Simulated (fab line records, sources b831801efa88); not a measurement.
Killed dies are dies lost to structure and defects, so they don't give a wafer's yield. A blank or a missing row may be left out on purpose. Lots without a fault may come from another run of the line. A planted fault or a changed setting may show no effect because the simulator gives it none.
A struck lot beside a sound one | flow sky130 | 16 steps out of a route of 708
Sound: wafers L851.2, L851.3, L851.4. Struck: wafers L853.2, L853.4, L853.6. The cause comes at the end.
At each step with rows: each side's tool, then ch and its chambers, then its first start. Under that, the readings that differ: sound wafers | struck wafers | difference of the means | sigmas: that difference in standard deviations of wafers without a fault.
alike: readings whose means differ by less than 2 such deviations, and words and numbers that are the same on both sides. not compared: withheld readings, readings that some wafer has no value for, bounds like >300 that may hide the same value, and numbers for which the record gives no deviation and whose values overlap.
The two part at a step that has a row with sigmas, a row that says differs or no value, or rows on one side only. Numbers that don't overlap but have no deviation are shown without sigmas and don't part them. A reading that every wafer of one side lacks parts them only if that side has two wafers or more.

first, 1 step without rows for these wafers: SKY_LDD_N_IMPLANT_15.
SKY_LDD_N_STRIP_16: strips in O2/N2.
  sound on plasma_asher-03 ch 0,1, day 22 01:44; struck on plasma_asher-03 ch 0,1, day 22 07:35
  alike: chamber_pressure_mTorr, drypump_motor_current_A, oes_product_au, strip_time_to_endpoint_s
  not compared: rf_hours_counter_h
SKY_LDD_N_TW_MEAS_17:
  sound on film_metro-03, day 22 01:51; struck on film_metro-03, day 22 07:41
  alike: LDD_N_TW
then, 7 steps without rows for these wafers: SKY_LDD_P_DEHYDRATE_00 (time 60 s); SKY_LDD_P_HMDS_01 (prime time 60 s); SKY_LDD_P_COAT_02 (resist thk 1140 nm); SKY_LDD_P_SOFTBAKE_03 (time 60 s); SKY_LDD_P_EXPOSE_04 (exposes mask PSDM, target cd 380 nm); SKY_LDD_P_PEB_05; SKY_LDD_P_DEVELOP_06 (develop time 60 s).
SKY_LDD_P_CD_MEAS_07: target cd 380 nm.
  sound on cd_sem-02, day 23 07:44; struck on cd_sem-02, day 23 14:02
  alike: cd_nm
SKY_LDD_P_OVL_MEAS_08:
  sound on overlay-01, day 23 07:50; struck on overlay-02, day 23 14:08
  alike: LDD_P_OVL
SKY_LDD_P_IMPLANT_09:
  sound on implanter-02 ch 0, day 23 07:54; struck on implanter-02 ch 0, day 23 14:12
  reading                   | sound                | struck               | difference | sigmas
  beam_energy_keV           | 25.011 25.005 25.011 | 21.379 21.388 21.384 | -3.625     | -99 or more
  model.implant.rp_nm (nm)  | 20.58 20.58 20.58    | 17.46 17.46 17.46    | -3.12      |
  model.implant.drp_nm (nm) | 11.41 11.41 11.41    | 10.22 10.22 10.22    | -1.19      |
  alike: beam_on_s
SKY_LDD_P_STRIP_10: strips in O2/N2.
  sound on plasma_asher-02 ch 0,1, day 23 08:01; struck on plasma_asher-04 ch 0,1, day 23 14:19
  alike: chamber_pressure_mTorr, drypump_motor_current_A, oes_product_au, strip_time_to_endpoint_s
  not compared: rf_hours_counter_h
SKY_LDD_P_TW_MEAS_11:
  sound on film_metro-02, day 23 08:08; struck on film_metro-04, day 23 14:40
  reading  | sound       | struck      | difference | sigmas
  LDD_P_TW | 638 641 638 | 613 617 613 | -25        | -8
  not compared: hold
-- the record jumps here: 25 days lie between the struck wafers' starts before and after (it left off in module LDD_P and takes up again in module PAD_OPEN, whose first step shown is number 708 of the route) --
SKY_PAD_OPEN_PROBE_99:
  sound on prober-02, day 48 16:01; struck on prober-02, day 48 18:37
  reading                     | sound          | struck         | difference | sigmas
  killed_at_contacts          | 19 15 14       | 30 21 35       | +13        | +2
  model.etest.tip_p.rs_ohm_sq | 6982 6948 6961 | 6984 6986 7007 | +29        |
  alike: killed_at_M0_to_M3, killed_at_M4_up, killed_at_front_end, killed_at_other, killed_dies, killed_open, killed_short

WHERE THEY PART
First at SKY_LDD_P_IMPLANT_09; last, within this record, at SKY_PAD_OPEN_PROBE_99.

WHY: what the simulator had put in
Process parameter drift: implanter-02, from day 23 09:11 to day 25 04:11, at SKY_LDD_P_IMPLANT_09. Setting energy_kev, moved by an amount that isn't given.
